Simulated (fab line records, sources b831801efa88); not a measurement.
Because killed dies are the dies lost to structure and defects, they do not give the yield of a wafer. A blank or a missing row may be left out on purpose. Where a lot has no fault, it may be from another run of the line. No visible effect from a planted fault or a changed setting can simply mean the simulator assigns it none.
Lot-split experiment + flow gf180mcu + on a route of 602 steps: 5 lots, 23 wafers read

== SPLIT DETAILS ==
At GF_DNWELL_STRIP_08 (strips in O2/N2), the setting platen-temp-c was moved away from the recipe's 250 C on 9 of the 23 wafers read, by -2.7% to -1.1%. All remaining wafers had this setting at the recipe value.

The reading comes from the split's own step.

== THE READING ==
oes-product-au, in a.u., at GF_DNWELL_STRIP_08 (strips in O2/N2). Fault-free wafers of this fab line usually give 0.723 a.u., standard deviation 0.0048 a.u.

| wafer  | tool, chamber at the split | platen-temp-c as run, C | against the recipe | oes-product-au, a.u. | against lot-mates on the recipe |
|--------|----------------------------|-------------------------|--------------------|----------------------|---------------------------------|
| L075.1 | plasma-asher-04, 0         | 243.3                   | -2.7%              | 0.664                | -0.059                          |
| L075.3 | plasma-asher-04, 0         | 250                     | recipe             | 0.725                | -                               |
| L075.4 | plasma-asher-04, 1         | 243.3                   | -2.7%              | 0.668                | -0.055                          |
| L075.5 | plasma-asher-04, 1         | 243.3                   | -2.7%              | 0.666                | -0.057                          |
| L075.6 | plasma-asher-04, 0         | 250                     | recipe             | 0.721                | -                               |
| L076.3 | plasma-asher-02, 1         | 250                     | recipe             | 0.724                | -                               |
| L076.4 | plasma-asher-02, 0         | 250                     | recipe             | 0.723                | -                               |
| L076.6 | plasma-asher-02, 0         | 250                     | recipe             | 0.731                | -                               |
| L079.2 | plasma-asher-04, 1         | 246.8                   | -1.3%              | 0.696                | -0.024                          |
| L079.3 | plasma-asher-04, 0         | 250                     | recipe             | 0.724                | -                               |
| L079.4 | plasma-asher-04, 1         | 246.8                   | -1.3%              | 0.700                | -0.020                          |
| L079.5 | plasma-asher-04, 1         | 246.8                   | -1.3%              | 0.692                | -0.028                          |
| L079.6 | plasma-asher-04, 0         | 250                     | recipe             | 0.715                | -                               |
| L083.1 | plasma-asher-01, 1         | 250                     | recipe             | 0.716                | -                               |
| L083.2 | plasma-asher-01, 0         | 247.3                   | -1.1%              | 0.699                | -0.021                          |
| L083.3 | plasma-asher-01, 0         | 247.3                   | -1.1%              | 0.694                | -0.026                          |
| L083.5 | plasma-asher-01, 1         | 247.3                   | -1.1%              | 0.701                | -0.019                          |
| L083.6 | plasma-asher-01, 0         | 250                     | recipe             | 0.725                | -                               |
| L084.1 | plasma-asher-04, 1         | 250                     | recipe             | 0.727                | -                               |
| L084.2 | plasma-asher-04, 0         | 250                     | recipe             | 0.734                | -                               |
| L084.3 | plasma-asher-04, 1         | 250                     | recipe             | 0.721                | -                               |
| L084.4 | plasma-asher-04, 0         | 250                     | recipe             | 0.714                | -                               |
| L084.6 | plasma-asher-04, 0         | 250                     | recipe             | 0.725                | -                               |

THE FIT
A straight line over all 23 wafers: oes-product-au changes by +0.0215 a.u. for each +1% of platen-temp-c; r = +0.97; the points scatter about the line by 0.0049 a.u.
The same after taking each lot's own level away (the mean of its wafers on the recipe; 23 wafers): +0.0209 a.u. for each +1%; r = +0.98; scatter 0.0046 a.u.
According to that fit, moving platen-temp-c by its largest amount changes the reading by 0.056 a.u.
Measured against the standard deviation above, the lots' own levels, which go from 0.7195 to 0.7260 a.u., span 1.4 times it.
Consequently the slope shifts little with the lot-to-lot level, the two slopes agreeing.
Check: for one of the wafers moved furthest among these (-2.7%), held out of the fit, the line's prediction against its lot-mates is -0.0546 a.u. Against them it came out at -0.059 a.u.
Tool readings at the split's step, against how far the setting was moved: oes-product-au r = +0.97; strip-time-to-endpoint-s r = -1.00.

== FURTHER SPLITS ON THESE WAFERS ==
Other splits were also applied to these wafers ahead of the reading. Each is held against what the fit with the lots' levels taken away leaves over:
| other split on the same wafers   | wafers away from the commonest value | r with oes-product-au (lot level and that fit taken away) |
|----------------------------------|--------------------------------------|-----------------------------------------------------------|
| GF_STI_CVD_03 time-s             | 10                                   | +0.14                                                     |
| GF_STI_DEVELOP_11 develop-time-s | 8                                    | -0.04                                                     |

== THE WHOLE CHAIN: every reading that the file lists as answering this split, in the file's order ==
| step               | what it does    | reading                  | change (the file's fit)                  | r (the file's) |
|--------------------|-----------------|--------------------------|------------------------------------------|----------------|
| GF_DNWELL_STRIP_08 | strips in O2/N2 | oes-product-au           | +0.0205 a.u. for each +1% of the setting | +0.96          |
| GF_DNWELL_STRIP_08 | strips in O2/N2 | strip-time-to-endpoint-s | withheld for each +1% of the setting     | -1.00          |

== THE FILE'S OWN FIT ==
oes-product-au changes by +0.0205 a.u. for each +1% of platen-temp-c, r = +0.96.
